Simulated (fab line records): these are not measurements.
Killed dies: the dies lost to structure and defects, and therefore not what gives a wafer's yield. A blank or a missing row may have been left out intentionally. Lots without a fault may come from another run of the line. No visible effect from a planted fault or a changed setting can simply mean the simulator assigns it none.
Code-filled problem report in 8D (eight disciplines) form | flow gf180mcu | the parts of the form that need people (team, actions taken, sign-off) are left out

## 1. THE PROBLEM
Wafers free of any fault read 487.7 ohm/sq (standard deviation 1.3) for NWELL_RS at GF_VT_IMPLANT_RS_MEAS_47, against a mean of 474.2 ohm/sq on 9 wafers of 3 lots. Relative to the usual mean, that is a shift of -10 standard deviations.
The step: measures by four-point-probe.
First seen on wafer L740.3, day 8 10:41, on filmMetro-04. Wafers with a number at this step in the record: 42, from 14 lots. The rule behind "out" and "out of limits": a value lying over 4 standard deviations away from the usual mean. The rest of the wafers with a number are treated as sound.

## 2. WHAT IT IS; WHAT IT IS NOT
question                    | is                     | is not
which readings at this step | NWELL_RS               | -
which lots                  | L740, L742, L743       | L737, L738, L739, L749, L751, L752, L753, L756, L758, L759, L760
which wafers of those lots  | all that have a number | -
read on which gauges        | filmMetro-04           | filmMetro-01, filmMetro-02
when                        | from day 8 10:41       | up to then (9 sound wafers); but 24 sound wafers of L749, L751, L752, L753, L756, L758, L759, L760 came after

## 3. THE SUSPECTS, EACH WITH WHAT RULES IT OUT
Counting: any tool at a process step up to the reading is kept as a suspect provided that every lot that is out went through it and no sound lot did after the first of them.
- the gauge at GF_VT_IMPLANT_RS_MEAS_47 has been ruled out. All the wafers that are out were read on filmMetro-04, but those of them that GF_NWELL_IMPLANT_09 has rows for are out there too, on other tools.
- implanter-02 at GF_NWELL_IMPLANT_09: ruled out as a lasting fault. The sound lots L759, L760 went through it after L740, its earliest lot that is out (day 4 00:37).
Left after counting: nothing in the record.

## 4. THE CAUSE (what the simulator had put in)
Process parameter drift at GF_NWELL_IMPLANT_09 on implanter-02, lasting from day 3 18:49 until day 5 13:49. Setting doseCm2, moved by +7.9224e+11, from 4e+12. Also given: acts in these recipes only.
The count ruled it out by mistake, since the rule takes a fault to strike every lot its tool runs from the start of the fault on, and this one did not do so.

## 5. THE EFFECT CHAIN, in route order
Each row: a reading whose mean over the struck wafers that have a number lies more than 3 standard deviations from the usual. Only readings whose record carries a usual standard deviation are examined. hours: median over the lots of the time between each lot's start at the first step of this table that gives one and its start at this step. sigmas: the change, counted in usual standard deviations.
hours | step                     | reading          | usual        | on struck wafers | change | sigmas
0     | GF_NWELL_IMPLANT_09      | doseIonsCm2      | 4e+12        | 5e+12            | +8e+11 | +99 or more
0     | GF_NWELL_IMPLANT_09      | faradayCurrentUA | 22.6         | 27.2             | +4.6   | +9.7
110   | GF_VT_IMPLANT_RS_MEAS_47 | NWELL_RS         | 487.7 ohm/sq | 474.2            | -13.5  | -10
The process steps in it:
- GF_NWELL_IMPLANT_09
Later steps that measure or inspect, where all struck wafers having a row at the step show a number for every such reading and not one has moved that far: GF_HV_LDD_OVL_MEAS_47.

## 6. HOW IT WOULD HAVE BEEN CAUGHT EARLIER
The first out-of-limits reading at a measuring or inspecting step in this record came at day 8 10:41, 112 hours after the fault's start at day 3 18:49.
Tool's own readings at GF_NWELL_IMPLANT_09, doseIonsCm2, faradayCurrentUA: out on all struck wafers the step has rows for; an alarm limit on them would have tripped on the first.
